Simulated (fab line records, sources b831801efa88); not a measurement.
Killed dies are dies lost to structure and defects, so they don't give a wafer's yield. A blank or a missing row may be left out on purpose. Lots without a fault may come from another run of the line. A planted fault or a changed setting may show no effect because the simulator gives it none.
fab line records | flow gf180mcu
record lots=5 wafers=15 last_day=33
route steps=602 shown POLY_GATE@168 HV_LDD@176
lots that met no fault: from a run of the same line without faults
start_h: hours from the record's first day to the start of the lot's first wafer shown | wait_h: hours since the lot's step before | " the same as in the row above | L1.1+2: a row that stands for several wafers | - no value, or no start given | * or withheld: withheld | < > ~ a bound
route shown NAME@n: a module of which the file shows steps, and the number in the route of the first | usual: mean/standard deviation of fault-free wafers | same: alike in all rows | chamber/n: place in a boat | sites: the reading at each site | _std_site: their standard deviation | _edge_site: outer sites' mean less inner sites' | radius_mm: how far each site lies from the wafer's centre | mask NAME#n: copy n | behind: the tool/chamber that last shaped the wafer | hold: why the lot was held/for how many hours/how that ended | device: the transistor (n, p or np) that didn't switch | end of line: the same wafers' tests at the end of the route | a step without rows: its recipe alone | killed: dies lost to structure and defects at the first sort, not the wafer's yield | map: a wafer's dies, x killed, . not, _ none there
set.NAME: the setting as run; set.NAME@STEP: as run at that earlier step | model.NAME: the simulator's own value behind a step, which no gauge read
lots at some steps of the route; a table a step, a row a wafer
services: from which hour (start_h, from the record's first day; less than 0 if before it) a tool's chamber was out of use, for how many hours, and why
## steps
# step GF_POLY_GATE_OVL_MEAS_11
# usual POLY_GATE_OVL=2/5.4
# columns lot.wafer tool chamber start_h wait_h POLY_GATE_OVL[nm]
L077.3 overlay-01 - 210.81 0.1 -3
L077.4 " - " " -6
L077.6 " - " " -4
L074.2 overlay-01 - 213.40 0.1 -1
L074.3 " - " " -1
L074.6 " - " " -8
L078.2 overlay-02 - 216.11 0.1 7
L078.4 " - " " 6
L078.6 " - " " 0
L082.3 overlay-02 - 236.12 0.1 -2
L082.4 " - " " 7
L082.5 " - " " 3
L094.2 overlay-01 - 325.67 0.1 -2
L094.3 " - " " 3
L094.4 " - " " -9
# step GF_POLY_GATE_ETCH_12
# recipe chemistry=N2/H2 target_depth_a=withheld overetch_a=withheld time_s=withheld target=BARC ion_energy_ev=200 source_w=500 bias_w=100 pressure_mtorr=30 n2_flow_sccm=100 h2_flow_sccm=200
# usual drypump_motor_current_A=5.8/0.42 n2_flow_sccm=100.0/0.33 oes_product_au=0.736/0.0047 throttle_valve_pct=13.215/0.0085
# columns lot.wafer tool chamber start_h wait_h drypump_motor_current_A n2_flow_sccm oes_product_au throttle_valve_pct
L077.3 rie_diel-03 2 210.84 0.0 6.4 100.1 0.734 13.211
L077.4 " 1 " " 5.7 100.3 0.731 13.212
L077.6 " 3 " " 5.8 100.3 0.732 13.213
L074.2 rie_diel-03 1 213.43 0.0 5.7 99.9 0.738 13.228
L074.3 " 2 " " 6.4 100.1 0.730 13.230
L074.6 " 2 " " 6.4 100.0 0.735 13.207
L078.2 rie_diel-01 2 216.14 0.0 6.2 99.6 0.739 13.227
L078.4 " 0 " " 6.1 99.9 0.745 13.214
L078.6 " 1 " " 5.7 99.7 0.741 13.224
L082.3 rie_diel-03 0 236.14 0.0 5.3 99.5 0.731 13.207
L082.4 " 2 " " 6.4 99.6 0.740 13.218
L082.5 " 0 " " 5.3 99.5 0.733 13.215
L094.2 rie_diel-03 3 325.70 0.0 5.8 99.4 0.734 13.210
L094.3 " 1 " " 5.7 100.1 0.731 13.222
L094.4 " 0 " " 5.3 99.8 0.736 13.215
# step GF_POLY_GATE_ETCH_13
# recipe target=poly-Si target_depth_nm=198.5 stop_on=SiO2 over_etch_frac=0.403 chemistry=HBr/Cl2 icp_w=400 bias_w=100 pressure_mtorr=10 HBr_flow_sccm=150 Cl2_flow_sccm=50 time_s=69.6
# usual HBr_flow_sccm=150.0/0.45 drypump_motor_current_A=6.1/0.36 oes_product_au=0.983/0.011 throttle_valve_pct=33.684/0.01
# columns lot.wafer tool chamber start_h wait_h HBr_flow_sccm drypump_motor_current_A oes_product_au rf_hours_counter_h throttle_valve_pct
L077.3 rie_si-01 0 210.89 - 150.6 5.5 0.967 2 33.679
L077.4 " 1 " " 150.0 6.3 0.983 42 33.683
L077.6 " 3 " " 149.9 6.3 0.973 - 33.685
L074.2 rie_si-01 3 213.48 - 150.3 6.4 0.995 58 33.684
L074.3 " 0 " " 149.8 5.5 0.980 2 33.679
L074.6 " 2 " " 150.4 5.8 0.986 - 33.680
L078.2 rie_si-01 0 216.19 - 150.3 5.5 0.976 2 33.665
L078.4 " 1 " " 150.3 6.3 1.000 42 33.693
L078.6 " 0 " " 150.4 5.5 0.982 - 33.695
L082.3 rie_si-01 1 236.19 - 150.3 6.3 0.995 42 33.681
L082.4 " 2 " " 149.8 5.8 0.999 16 33.675
L082.5 " 3 " " 149.9 6.4 0.989 - 33.679
L094.2 rie_si-02 0 325.75 - 149.6 5.8 0.978 76 33.697
L094.3 " 1 " " 149.9 6.5 0.991 22 33.673
L094.4 " 2 " " 150.8 5.8 0.961 2 33.680
# step GF_POLY_GATE_STRIP_14
# recipe chemistry=O2/N2 power_w=1400 pressure_mtorr=1500 platen_temp_c=250 o2_flow_sccm=3000 n2_flow_sccm=300 overash_fraction=0.5
# usual drypump_motor_current_A=5.8/0.42 heater_power_w=329/19 n2_flow_sccm=300.0/0.81 oes_product_au=0.506/0.0047
# same overash_fraction=0.5
# columns lot.wafer tool chamber start_h wait_h drypump_motor_current_A heater_power_w n2_flow_sccm oes_product_au rf_hours_counter_h
L077.3 plasma_asher-03 1 210.98 0.1 6.0 351 301.0 0.509 -
L077.4 " 0 " " 6.1 334 300.3 0.501 -
L077.6 " 0 " " 6.1 340 299.3 0.509 -
L074.2 plasma_asher-04 1 213.53 0.0 5.9 334 301.0 0.507 59
L074.3 " 1 " " 6.0 334 302.2 0.511 -
L074.6 " 0 " " 6.0 330 301.5 0.508 -
L078.2 plasma_asher-01 0 216.25 0.0 5.2 307 300.5 0.506 42
L078.4 " 0 " " 5.2 308 299.0 0.513 -
L078.6 " 1 " " 5.0 294 299.2 0.502 -
L082.3 plasma_asher-03 0 236.28 0.1 6.1 335 299.9 0.506 -
L082.4 " 1 " " 6.0 354 299.9 0.505 -
L082.5 " 0 " " 6.1 341 300.3 0.503 -
L094.2 plasma_asher-01 1 325.80 0.0 5.0 291 299.4 0.510 55
L094.3 " 0 " " 5.2 322 300.0 0.517 -
L094.4 " 1 " " 5.0 289 300.7 0.511 -
# step GF_POLY_GATE_CLEAN_15
# recipe chemistry=SC1/SC2 mix=1:4:20 temp_c=70 time_s=150 dry=n2_spin
# columns lot.wafer tool chamber start_h wait_h
L077.3+4+6 wet_bench-02 3 211.04 0.0
L074.2+3+6 wet_bench-02 2 213.63 0.1
L078.2+4+6 wet_bench-01 2 216.35 0.1
L082.3+4+5 wet_bench-02 1 236.35 0.0
L094.2+3+4 wet_bench-02 1 325.90 0.1
# step GF_POLY_GATE_OXIDATION_16
# recipe temp_c=850 ambient=O2 stabilise_s=600 purge_s=300 target_thk_a=40 ox_time_s=899
# usual spike_tc_top_C=860.3/2.1 zone_power_top_pct=27.87/0.29
# columns lot.wafer tool chamber start_h wait_h spike_tc_top_C zone_power_top_pct
L077.3 furnace-02 0 211.79 0.7 860.3 27.83
L077.4 " 0 " " 858.2 27.93
L077.6 " 0 " " 858.8 27.97
L074.2 furnace-02 0 214.17 0.5 857.8 28.05
L074.3 " 0 " " 858.4 28.19
L074.6 " 0 " " 858.4 27.92
L078.2 furnace-02 0 218.37 2.0 857.9 27.72
L078.4 " 0 " " 859.2 28.41
L078.6 " 0 " " 858.3 27.89
L082.3 furnace-01 0 237.45 1.1 861.6 27.98
L082.4 " 0 " " 863.0 27.65
L082.5 " 0 " " 863.9 27.40
L094.2 furnace-02 0 326.51 0.6 857.8 28.47
L094.3 " 0 " " 855.7 27.93
L094.4 " 0 " " 859.1 27.65
# step GF_POLY_GATE_THK_MEAS_17
# recipe reads=SiO2_of_POLY_GATE_OXIDATION_16
# usual POLY_GATE_OXIDATION_THK=4.03/0.085
# columns lot.wafer tool chamber start_h wait_h POLY_GATE_OXIDATION_THK[nm]
L077.3 film_metro-02 - 213.06 0.0 4.02
L077.4 " - " " 4.14
L077.6 " - " " 4.02
L074.2 film_metro-04 - 215.43 0.0 4.07
L074.3 " - " " 4.03
L074.6 " - " " 3.98
L078.2 film_metro-04 - 219.63 0.0 4.04
L078.4 " - " " 4.12
L078.6 " - " " 4.01
L082.3 film_metro-04 - 238.72 0.0 3.97
L082.4 " - " " 3.95
L082.5 " - " " 4.02
L094.2 film_metro-04 - 327.77 0.0 4.05
L094.3 " - " " 4.13
L094.4 " - " " 4.06
# step GF_POLY_GATE_CD_MEAS_18
# usual cd_nm=280.5/2.5
# columns lot.wafer tool chamber start_h wait_h cd_nm
L077.3 cd_sem-02 - 213.16 0.1 280.6
L077.4 " - " " 284.0
L077.6 " - " " 280.5
L074.2 cd_sem-01 - 215.51 0.1 281.4
L074.3 " - " " 278.7
L074.6 " - " " 281.1
L078.2 cd_sem-01 - 219.70 0.1 277.8
L078.4 " - " " 282.3
L078.6 " - " " 276.5
L082.3 cd_sem-01 - 238.82 0.1 279.4
L082.4 " - " " 280.7
L082.5 " - " " 277.7
L094.2 cd_sem-01 - 327.85 0.1 277.0
L094.3 " - " " 278.6
L094.4 " - " " 276.6
# step GF_HV_LDD_DEHYDRATE_00
# recipe temp_c=200 time_s=60
# columns lot.wafer tool chamber start_h wait_h
L077.3+4+6 litho_track-02 0 220.73 7.5
L074.2+3+6 litho_track-02 0 224.11 8.6
L078.2+4+6 litho_track-01 0 227.41 7.7
L082.3+4+5 litho_track-03 0 247.14 8.3
L094.2+3+4 litho_track-03 0 336.81 8.9
# step GF_HV_LDD_HMDS_01
# recipe prime_time_s=60 prime_temp_c=120
# columns lot.wafer tool chamber start_h wait_h
L077.3+4+6 litho_track-02 0 220.88 0.1
L074.2+3+6 litho_track-02 0 224.26 0.1
L078.2+4+6 litho_track-01 0 227.56 0.1
L082.3+4+5 litho_track-03 0 247.29 0.1
L094.2+3+4 litho_track-03 0 336.96 0.1
## services
# columns tool chamber start_h hours kind
plasma_asher-01 - 199.65 7.3 repair
rie_diel-03 - 205.63 0.7 repair
rie_diel-03 3 213.53 - clean
rie_diel-03 3 213.53 18.6 scheduled_down
rie_diel-03 3 213.53 18.6 vent_cycle
rie_si-01 - 223.00 0.2 repair
litho_track-01 - 234.39 - consumable_replace:filter
plasma_asher-03 - 241.56 10.0 pm
rie_diel-01 - 257.84 0.4 repair
rie_diel-03 0 268.34 5.5 repair
furnace-01 - 276.12 9.5 repair
wet_bench-02 - 279.91 1.3 repair
plasma_asher-03 - 291.79 12.4 repair
rie_si-01 2 292.53 6.8 repair
furnace-02 - 319.08 4.3 pm
rie_diel-01 0 321.74 - clean
rie_diel-01 0 321.74 17.9 scheduled_down
rie_diel-01 0 321.74 17.9 vent_cycle
plasma_asher-01 - 325.95 1.4 repair
rie_diel-03 0 326.57 3.7 repair
wet_bench-01 - 332.95 3.5 repair
## key
fault none
